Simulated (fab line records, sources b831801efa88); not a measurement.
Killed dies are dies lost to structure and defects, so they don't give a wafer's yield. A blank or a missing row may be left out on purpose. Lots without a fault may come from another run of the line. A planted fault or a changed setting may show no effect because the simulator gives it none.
Chamber matching | flow sky130 | SKY_VIA3_ETCH_14 on rie_diel-03: 4 sister chambers
The step etches BARC in N2/H2, stops on SiO2, time 45.9 s, target depth 60 nm. 4 wafers are shown with their chamber, then 7 later ones without.

WAFERS WITH THEIR CHAMBER
wafer  | chamber | n2_flow_sccm (sccm)
L086.3 | 2       | 99.9
L086.5 | 1       | 100.1
L088.1 | 0       | 100.2
L088.4 | 3       | 100.2

WAFERS WITHOUT THEIR CHAMBER
wafer  | n2_flow_sccm (sccm)
L088.6 | 100.0
L089.1 | 100.1
L089.3 | 100.0
L089.6 | 99.8
L097.1 | 99.9
L097.3 | 100.2
L097.4 | 99.9

WHICH CHAMBER EACH WENT THROUGH
wafer  | from the rows above               | in truth
L088.6 | can't be placed: 1 or 2 or 0 or 3 | 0
L089.1 | can't be placed: 1 or 0 or 3      | 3
L089.3 | can't be placed: 1 or 2 or 0 or 3 | 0
L089.6 | 2                                 | 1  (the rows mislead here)
L097.1 | 2                                 | 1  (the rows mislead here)
L097.3 | can't be placed: 0 or 3 or 1      | 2
L097.4 | 2                                 | 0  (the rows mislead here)
Placed correctly: 0 of 7. Can't be placed from these rows: 4 (the true chamber is among the candidates in 3). Placed wrongly: 3.
How it was worked out, from the rows above alone: a wafer's distance from a chamber is the root of the sum, over the readings, of the square of ((its reading less the chamber's mean) divided by the reading's scatter). The wafer belongs to the nearest chamber; if the next one is less than 2 further off, it can't be placed. A chamber's mean is the mean of its shown wafers. The scatter: with one shown wafer a chamber, the root of the mean of the squares of how far each hidden wafer lies from its nearest shown one.
